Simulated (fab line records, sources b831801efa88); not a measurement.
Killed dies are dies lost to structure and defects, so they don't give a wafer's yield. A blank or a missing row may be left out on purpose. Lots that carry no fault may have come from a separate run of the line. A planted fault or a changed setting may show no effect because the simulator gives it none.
Which tool did it? -- flow sky130 -- Sampling: 24 lots, 72 wafers, 3 of 708 route steps

WHAT THE GAUGES READ, wafer by wafer
SKY_POLY_GATE_THK_MEAS_04. Usual: POLY_GATE_CVD_03_THK 74.9 nm, standard deviation 0.71.
lot,measured,on,POLY_GATE_CVD_03_THK (nm),flag
L075,day 15 07:28,film_metro-01,75.2 75.4 74.8,
L074,day 15 08:49,film_metro-02,75.8 76.1 75.6,
L076,day 15 22:35,film_metro-03,75.3 74.5 74.7,
L077,day 16 02:46,film_metro-03,74.3 74.4 74.9,
L078,day 16 16:04,film_metro-03,75.3 75.0 75.2,
L079,day 16 21:35,film_metro-02,74.9 75.0 75.1,
L080,day 17 07:25,film_metro-03,76.3 77.0 76.5,
L082,day 17 18:32,film_metro-02,75.7 75.9 75.6,
L081,day 17 22:43,film_metro-03,74.8 74.9 74.7,
L083,day 18 08:54,film_metro-01,74.7 75.4 75.1,
L084,day 18 19:10,film_metro-01,74.0 74.4 74.0,
L085,day 19 02:52,film_metro-01,74.0 73.2 73.7,
L087,day 19 15:37,film_metro-01,74.8 74.4 73.1,
L086,day 20 04:52,film_metro-02,76.0 75.3 75.6,
L088,day 20 08:38,film_metro-02,73.9 74.1 73.8,
L089,day 20 17:19,film_metro-02,75.2 74.9 74.1,
L091,day 21 23:35,film_metro-03,74.0 73.7 74.1,
L090,day 22 05:15,film_metro-01,75.1 74.6 74.8,
L093,day 22 11:13,film_metro-03,74.9 74.6 74.4,
L094,day 22 15:18,film_metro-02,75.3 74.9 74.9,
L092,day 22 16:40,film_metro-03,75.2 76.0 75.1,
L095,day 23 00:00,film_metro-02,74.4 74.7 74.1,
L096,day 23 06:19,film_metro-02,73.9 74.6 74.4,
L097,day 23 19:10,film_metro-03,75.5 76.0 75.1,

SKY_LDD_HVP_TW_MEAS_10. Usual: LDD_HVP_TW 453.6, standard deviation 2.9.
lot,measured,on,LDD_HVP_TW,flag
L075,day 21 16:38,film_metro-04,453.6 452.1 453.8,
L074,day 21 17:32,film_metro-03,451.6 447.9 449.3,
L076,day 22 07:04,film_metro-02,447.2 453.7 449.0,
L077,day 22 14:53,film_metro-03,451.1 452.4 452.4,
L078,day 23 03:02,film_metro-02,453.6 451.6 452.3,
L079,day 23 11:58,film_metro-02,451.6 453.0 449.2,
L080,day 23 20:00,film_metro-04,456.9 456.3 456.2,
L082,day 24 06:53,film_metro-03,454.6 453.5 455.3,
L081,day 24 09:47,film_metro-04,456.9 457.4 459.1,
L083,day 24 21:21,film_metro-02,452.0 448.2 451.0,
L084,day 25 08:17,film_metro-02,455.3 454.9 454.6,
L085,day 25 16:06,film_metro-02,453.3 449.1 453.6,
L087,day 26 03:59,film_metro-04,458.0 455.7 456.7,
L086,day 26 17:06,film_metro-04,457.7 456.5 455.5,
L088,day 26 19:27,film_metro-03,454.8 453.9 452.9,
L089,day 27 03:17,film_metro-03,455.2 455.6 455.0,
L091,day 28 08:27,film_metro-03,456.7 457.6 455.9,
L090,day 28 13:52,film_metro-02,452.5 452.5 449.4,
L093,day 28 18:00,film_metro-04,457.7 456.9 455.9,
L094,day 28 22:04,film_metro-04,457.9 454.5 456.1,
L092,day 29 00:10,film_metro-02,451.1 452.7 453.3,
L095,day 29 06:56,film_metro-03,450.5 453.7 451.8,
L096,day 29 13:45,film_metro-03,453.7 454.2 451.0,
L097,day 29 23:55,film_metro-02,453.3 451.7 451.0,

SKY_SD_N_CD_MEAS_07: the cd target is 380 nm. Usual: cd_nm reads 380.6 nm (standard deviation 2.7).
lot,measured,on,cd_nm (nm),flag
L075,day 28 00:38,cd_sem-01,384.9 384.3 385.5,
L074,day 28 00:56,cd_sem-02,378.2 377.9 376.8,
L076,day 28 13:50,cd_sem-02,380.4 381.2 381.5,
L077,day 28 21:47,cd_sem-02,379.2 381.7 379.9,
L078,day 29 08:26,cd_sem-01,379.7 378.5 378.1,
L079,day 29 15:28,cd_sem-02,380.9 382.6 384.2,
L080,day 30 00:51,cd_sem-01,380.5 384.4 380.9,
L082,day 30 08:48,cd_sem-01,373.1 375.9 374.4,
L081,day 30 11:59,cd_sem-02,382.0 381.4 378.8,
L083,day 30 23:51,cd_sem-01,381.9 385.3 383.3,
L084,day 31 09:07,cd_sem-02,381.0 380.8 379.9,
L085,day 31 17:01,cd_sem-02,381.9 380.7 380.6,
L087,day 32 02:30,cd_sem-02,375.9 377.8 377.4,
L086,day 32 15:51,cd_sem-01,376.0 377.3 374.5,
L088,day 32 16:59,cd_sem-02,383.7 381.9 382.6,
L089,day 33 00:05,cd_sem-02,380.6 379.0 377.9,
L091,day 34 03:37,cd_sem-01,378.0 375.1 378.5,
L090,day 34 08:43,cd_sem-01,377.4 380.2 379.1,
L093,day 34 11:49,cd_sem-02,380.8 380.2 377.4,
L094,day 34 16:07,cd_sem-01,384.8 383.4 382.2,
L092,day 34 19:53,cd_sem-02,383.8 381.1 381.0,
L095,day 34 23:50,cd_sem-01,380.6 380.7 379.3,
L096,day 35 06:46,cd_sem-02,384.2 384.3 382.7,
L097,day 35 16:32,cd_sem-01,382.3 382.5 382.4,

WHAT TOOL EACH LOT RAN ON (gives the tool, then ch and the chambers of the sampled wafers, and finally the start)
There is no process step in the record ahead of these readings.

AS READ BY THE TOOLS THEMSELVES (means over the sampled wafers that have a number; for cases with no such wafer, the mark the record gives instead)
The record holds no such reading with a usual standard deviation.

THE ANSWER, worked out from the rows above alone
Rule: a lot is off if the mean of its wafers that have a number lies more than 3 standard deviations from the usual mean. A lot without any number at a reading at which 4 lots or more have one is off too. The other lots that the step has rows for count as sound. Order of review: gauges by route order, followed by the tools' own readings, for which a lot's mean as printed above is used. The first step at which some lot is off is used, and at that step the reading that is off furthest; a lot without a number counts as furthest.
No lot is off on any of the readings shown, so nothing can be concluded from this.

WHAT THE SIMULATOR PUT IN
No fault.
